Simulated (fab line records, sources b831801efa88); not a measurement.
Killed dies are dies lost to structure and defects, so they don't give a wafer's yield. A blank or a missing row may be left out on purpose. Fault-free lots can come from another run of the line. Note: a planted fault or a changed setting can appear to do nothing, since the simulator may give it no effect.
One fault seen from 2 desks || flow gf180mcu || only its own numbers are on each desk; what lay behind them is given at the end

== FROM THE METROLOGY DESK ==
Means of the sampled wafers that have a number, per lot and without regard to the tool the lot ran on: this is what the gauges read. Any lot whose mean is over 4 standard deviations away from the usual mean is out of limits and marked OUT; that distance is given in the brackets.
Columns: A = V2_CVD_02_THK at GF_V2_THK_MEAS_03, usual 847 nm
{"lot": "L833", "first seen here": "day 19 07:17", "A": 838}
{"lot": "L834", "first seen here": "day 19 13:20", "A": 851}
{"lot": "L836", "first seen here": "day 20 19:05", "A": 830}
{"lot": "L837", "first seen here": "day 21 05:53", "A": 831}
{"lot": "L838", "first seen here": "day 21 09:41", "A": 837}
{"lot": "L839", "first seen here": "day 21 14:59", "A": 854}
{"lot": "L840", "first seen here": "day 22 04:23", "A": 856}
{"lot": "L842", "first seen here": "day 22 23:05", "A": 856}
{"lot": "L843", "first seen here": "day 23 03:27", "A": 841}
{"lot": "L847", "first seen here": "day 24 11:20", "A": 852}
{"lot": "L852", "first seen here": "day 26 02:46", "A": 838}
{"lot": "L856", "first seen here": "day 27 06:20", "A": 848}
Finding of this desk: none of the 12 lots has anything out of limits.

== FOR THE TOOL OWNER'S DESK: plasma_asher-02 ==
The tool's own readings at GF_V1_STRIP_18 (strips in O2/N2): means of the sampled wafers that have a number, for each lot that ran on this tool. Any lot whose mean is over 4 standard deviations away from the usual mean is out of limits and marked OUT; that distance is given in the brackets.
Columns: A = chamber_pressure_mTorr at GF_V1_STRIP_18, usual 1500.0 mTorr; B = drypump_motor_current_A at GF_V1_STRIP_18, usual 5.8 A; C = heater_power_w at GF_V1_STRIP_18, usual 340 W; D = n2_flow_sccm at GF_V1_STRIP_18, usual 299.9 sccm; E = o2_flow_sccm at GF_V1_STRIP_18, usual 2998 sccm; F = oes_product_au at GF_V1_STRIP_18, usual 0.592 a.u.
{"lot": "L834", "first seen here": "day 18 11:23", "A": 1500.1, "B": 5.5, "C": 358, "D": 300.0, "E": 3002, "F": 0.589}
{"lot": "L836", "first seen here": "day 19 16:12", "A": 1499.4, "B": 5.5, "C": 359, "D": 299.7, "E": 3000, "F": 0.592}
{"lot": "L838", "first seen here": "day 20 07:11", "A": 1500.7, "B": 5.8, "C": 333, "D": 300.7, "E": 2995, "F": 0.593}
{"lot": "L840", "first seen here": "day 21 02:05", "A": 1500.0, "B": 5.7, "C": 347, "D": 298.7, "E": 3000, "F": 0.597}
{"lot": "L842", "first seen here": "day 21 21:19", "A": 1500.5, "B": 5.5, "C": 358, "D": 299.4, "E": 2993, "F": 0.602}
{"lot": "L843", "first seen here": "day 22 01:47", "A": 1500.7, "B": 5.6, "C": 357, "D": 300.0, "E": 3003, "F": 0.595}
{"lot": "L847", "first seen here": "day 23 12:37", "A": 1500.4, "B": 5.5, "C": 358, "D": 299.8, "E": 2992, "F": 0.592}
{"lot": "L856", "first seen here": "day 26 06:36", "A": 1500.4, "B": 5.7, "C": 343, "D": 299.9, "E": 3001, "F": 0.599}
Finding of this desk: none of the 8 lots has anything out of limits.

== PUT TOGETHER ==
The metrology desk saw nothing out of limits.
Nothing out of limits was seen by the tool owner's desk.

== WHAT THE SIMULATOR HAD INSERTED ==
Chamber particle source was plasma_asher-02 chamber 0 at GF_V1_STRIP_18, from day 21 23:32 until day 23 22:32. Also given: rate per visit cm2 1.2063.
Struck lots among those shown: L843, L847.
